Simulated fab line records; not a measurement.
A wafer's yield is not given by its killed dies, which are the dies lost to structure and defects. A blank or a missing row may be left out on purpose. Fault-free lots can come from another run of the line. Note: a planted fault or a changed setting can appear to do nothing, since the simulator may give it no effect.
What tool caused it? + flow gf180mcu + route of 602 steps, sampled at 1 step: 12 lots, 36 wafers

== WHAT EACH GAUGE READ, for each wafer ==
GF_MVSD_OVL_MEAS_07. Usual: MVSD_OVL -1.0 nm, standard deviation 1.5.
| lot  | measured    | on         | MVSD_OVL (nm)  | flag |
|------|-------------|------------|----------------|------|
| L973 | day 4 23:53 | overlay-02 | -3.1 -0.3 -2.0 |      |
| L975 | day 5 09:07 | overlay-02 | -0.5 -0.7 -2.8 |      |
| L976 | day 5 16:49 | overlay-01 | -1.4 0.1 0.8   |      |
| L977 | day 5 21:32 | overlay-01 | 1.2 0.2 -3.2   |      |
| L978 | day 6 05:34 | overlay-01 | -2.0 -1.4 1.0  |      |
| L982 | day 7 01:55 | overlay-02 | -1.4 -1.3 0.1  |      |
| L984 | day 7 13:37 | overlay-02 | -3.3 -1.5 -1.3 |      |
| L985 | day 7 19:26 | overlay-01 | -0.2 0.7 1.6   |      |
| L987 | day 8 09:52 | overlay-02 | 0.7 -1.4 1.7   |      |
| L988 | day 8 14:08 | overlay-02 | -1.8 -0.7 -2.7 |      |
| L990 | day 9 02:52 | overlay-02 | -1.5 -2.0 -0.8 |      |
| L991 | day 9 04:11 | overlay-01 | 1.0 2.2 -0.8   |      |

== WHAT TOOL EACH LOT RAN ON (gives the tool, then ch and the chambers of the sampled wafers, and finally the start) ==
The record shows no process step preceding these readings.

== WHAT THE TOOLS THEMSELVES READ (means of the sampled wafers that have a number; where no wafer has one, the mark that the record gives instead) ==
The record holds no such reading with a usual standard deviation.

== THE ANSWER, worked out from the rows above alone ==
Rule: a lot is off if the mean of its wafers that have a number lies more than 3 standard deviations from the usual mean. Also off: a lot with no number at a reading for which 4 or more lots have one. Where the step has rows for the other lots, those lots are counted as sound. Order of review: gauges by route order, followed by the tools' own readings, for which a lot's mean as printed above is used. At the first step where some lot is off, the reading lying furthest off is the one used; lots without a number count as furthest.
Nothing can be told from this: no lot is off at any reading shown.

== WHAT THE SIMULATOR PUT IN ==
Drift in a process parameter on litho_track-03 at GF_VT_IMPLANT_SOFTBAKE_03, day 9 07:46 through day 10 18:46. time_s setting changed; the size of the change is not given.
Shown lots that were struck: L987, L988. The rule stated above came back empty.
